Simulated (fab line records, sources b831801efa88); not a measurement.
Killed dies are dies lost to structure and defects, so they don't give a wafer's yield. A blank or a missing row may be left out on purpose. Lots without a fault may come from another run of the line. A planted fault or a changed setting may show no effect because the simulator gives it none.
Which tool did it? | flow gf180mcu | 11 lots, 33 wafers sampled, at 6 steps of a route of 602

WHAT THE GAUGES READ, wafer by wafer
GF_HV_LDD_CD_MEAS_19: target cd 400 nm.
lot  | measured     | on        | cd_nm (nm)
L183 | day 10 20:18 | cd_sem-02 | 403.9 403.3 401.5
L182 | day 10 22:25 | cd_sem-01 | 401.8 400.8 399.1
L184 | day 11 04:44 | cd_sem-02 | 403.8 402.6 406.4
L185 | day 11 11:35 | cd_sem-01 | 396.5 396.9 396.1
L186 | day 11 16:03 | cd_sem-02 | 399.0 398.2 401.3
L187 | day 11 22:58 | cd_sem-02 | 399.0 401.5 404.3
L189 | day 13 06:13 | cd_sem-02 | 401.4 400.9 399.7
L194 | day 14 15:11 | cd_sem-02 | 402.4 403.9 404.4
L195 | day 14 22:56 | cd_sem-02 | 397.3 395.0 395.0
L196 | day 15 07:46 | cd_sem-01 | 399.2 400.2 398.0
L197 | day 15 08:04 | cd_sem-02 | 402.4 402.5 401.9

GF_NSD_OVL_MEAS_08.
lot  | measured     | on         | NSD_OVL (nm)
L183 | day 13 09:36 | overlay-02 | -1.0 -3.2 -1.8
L182 | day 13 10:31 | overlay-02 | 0.0 -0.1 1.7
L184 | day 13 19:36 | overlay-01 | -0.2 0.7 0.9
L185 | day 14 02:06 | overlay-01 | 1.4 1.0 2.4
L186 | day 14 07:33 | overlay-01 | -0.7 -0.6 -1.2
L187 | day 14 15:23 | overlay-01 | -0.6 0.1 1.7
L189 | day 16 00:17 | overlay-02 | -2.9 -1.5 -0.4
L194 | day 17 13:12 | overlay-01 | 0.8 0.8 2.9
L195 | day 17 22:00 | overlay-01 | -2.2 -0.7 -2.2
L196 | day 18 06:50 | overlay-02 | -2.3 -2.3 -2.3
L197 | day 18 08:57 | overlay-01 | -1.0 -1.8 -0.3

GF_PSD_RS_MEAS_14: measures by four-point-probe.
lot  | measured     | on            | NSD_RS (ohm/sq)
L183 | day 14 06:30 | film_metro-01 | 46.14 46.09 46.06
L182 | day 14 07:29 | film_metro-02 | 46.03 46.00 46.06
L184 | day 14 17:56 | film_metro-01 | 46.10 45.97 46.05
L185 | day 14 23:45 | film_metro-02 | 46.28 46.09 46.15
L186 | day 15 06:05 | film_metro-03 | 45.99 45.99 45.98
L187 | day 15 13:09 | film_metro-02 | 46.06 45.99 46.14
L189 | day 16 23:40 | film_metro-03 | 46.03 46.04 46.02
L194 | day 18 13:26 | film_metro-03 | 45.97 46.07 46.01
L195 | day 18 22:50 | film_metro-02 | - - -
L196 | day 19 08:29 | film_metro-01 | - - -
L197 | day 19 09:55 | film_metro-01 | - - -

GF_SAB_CD_MEAS_09: target cd 420 nm.
lot  | measured     | on        | cd_nm (nm)
L183 | day 15 04:03 | cd_sem-02 | 416.7 418.9 419.3
L182 | day 15 05:11 | cd_sem-01 | 417.8 417.3 418.3
L184 | day 15 15:45 | cd_sem-02 | 420.4 422.4 424.4
L185 | day 15 21:24 | cd_sem-01 | 420.7 418.4 419.0
L186 | day 16 03:54 | cd_sem-02 | 417.5 417.7 416.5
L187 | day 16 10:35 | cd_sem-02 | 420.8 420.4 420.4
L189 | day 17 22:13 | cd_sem-01 | 420.5 420.2 421.4
L194 | day 19 14:12 | cd_sem-01 | 417.5 416.9 417.6
L195 | day 19 23:26 | cd_sem-02 | 418.7 417.6 417.7
L196 | day 20 08:49 | cd_sem-01 | 417.8 416.2 418.0
L197 | day 20 09:43 | cd_sem-02 | 421.8 420.5 419.2

WHICH TOOL RAN EACH LOT (tool, then ch and the chambers of the sampled wafers, then the start)
lot  | GF_NSD_IMPLANT_09               | GF_NSD_STRIP_11
L183 | implanter-04 ch 0, day 13 09:40 | plasma_asher-02 ch 1, day 13 09:56
L182 | implanter-02 ch 0, day 13 10:35 | plasma_asher-04 ch 0,1, day 13 10:52
L184 | implanter-04 ch 0, day 13 19:38 | plasma_asher-02 ch 0,1, day 13 19:56
L185 | implanter-01 ch 0, day 14 02:08 | plasma_asher-02 ch 0,1, day 14 02:26
L186 | implanter-04 ch 0, day 14 07:37 | plasma_asher-02 ch 0,1, day 14 07:53
L187 | implanter-01 ch 0, day 14 15:28 | plasma_asher-03 ch 0,1, day 14 15:44
L189 | implanter-04 ch 0, day 16 00:20 | plasma_asher-03 ch 0,1, day 16 00:37
L194 | implanter-04 ch 0, day 17 13:14 | plasma_asher-03 ch 0,1, day 17 13:32
L195 | implanter-02 ch 0, day 17 22:02 | plasma_asher-04 ch 0,1, day 17 22:20
L196 | implanter-02 ch 0, day 18 06:53 | plasma_asher-04 ch 0,1, day 18 07:10
L197 | implanter-04 ch 0, day 18 09:01 | plasma_asher-02 ch 0, day 18 09:17
- GF_NSD_IMPLANT_09
- GF_NSD_STRIP_11: strips in O2/N2.

WHAT THE TOOLS THEMSELVES READ (means of the sampled wafers that have a number; where no wafer has one, the mark that the record gives instead)
GF_NSD_IMPLANT_09.
lot  | tool         | dose_ions_cm2
L183 | implanter-04 | 3.999e+15
L182 | implanter-02 | 3.997e+15
L184 | implanter-04 | 4.000e+15
L185 | implanter-01 | 4.003e+15
L186 | implanter-04 | 4.003e+15
L187 | implanter-01 | 3.999e+15
L189 | implanter-04 | 4.001e+15
L194 | implanter-04 | 3.999e+15
L195 | implanter-02 | 3.998e+15
L196 | implanter-02 | 3.999e+15
L197 | implanter-04 | 4.006e+15

GF_NSD_STRIP_11.
lot  | tool            | drypump_motor_current_A (A) | heater_power_w (W) | oes_product_au (a.u.) | platen_temp_c (C) | strip_time_to_endpoint_s (s)
L183 | plasma_asher-02 | 6.2                         | 291                | 0.483                 | 249.80            | 23.02
L182 | plasma_asher-04 | 5.8                         | 321                | 0.488                 | 249.91            | 22.95
L184 | plasma_asher-02 | 6.1                         | 328                | 0.487                 | 249.98            | 23.02
L185 | plasma_asher-02 | 6.1                         | 337                | 0.489                 | 250.02            | 23.03
L186 | plasma_asher-02 | 6.0                         | 369                | 0.484                 | 250.01            | 23.01
L187 | plasma_asher-03 | 5.2                         | 356                | 0.486                 | 250.16            | 22.97
L189 | plasma_asher-03 | 5.3                         | 356                | 0.485                 | 249.94            | 22.96
L194 | plasma_asher-03 | 5.4                         | 350                | 0.485                 | 249.96            | 23.01
L195 | plasma_asher-04 | 5.8                         | 322                | 0.478                 | 249.81            | 23.76
L196 | plasma_asher-04 | 6.0                         | 295                | 0.477                 | 249.89            | 23.70
L197 | plasma_asher-02 | 5.9                         | 412                | 0.479                 | 249.92            | 23.74

THE ANSWER, worked out from the rows above alone
Rule: what is usual is taken from the lots themselves. Put in order of their means at a reading, lots are off if they are a third of the lots or fewer, leave a main group of 4 or more, and stand apart from it by a gap of 3 or more times the standard deviation of the main group's means; of several such gaps the widest counts. A main group whose means are all the same, to the digits that the tables above print for the reading, isn't used. A lot without any number at a reading at which 4 lots or more have one is off too. The other lots that the step has rows for count as sound. The gauges are gone through in route order, then the tools' own readings, and for those a lot's mean is taken as printed above. The first step at which some lot is off is used, and at that step the reading that is off furthest; a lot without a number counts as furthest.
Off: L195, L196, L197, at GF_PSD_RS_MEAS_14 (NSD_RS). Without a number there: L195, L196, L197. The main group: mean 46.05 ohm/sq, standard deviation 0.054.
A tool fits if, at a process step before that reading, it ran every lot that is off, and no sound lot after the first of them. The gauges at GF_PSD_RS_MEAS_14 aren't tried: what is off there is off at GF_NSD_STRIP_11 too, on other tools, and a gauge's error can't cause that. None of those tried fits.

WHAT THE SIMULATOR HAD PUT IN
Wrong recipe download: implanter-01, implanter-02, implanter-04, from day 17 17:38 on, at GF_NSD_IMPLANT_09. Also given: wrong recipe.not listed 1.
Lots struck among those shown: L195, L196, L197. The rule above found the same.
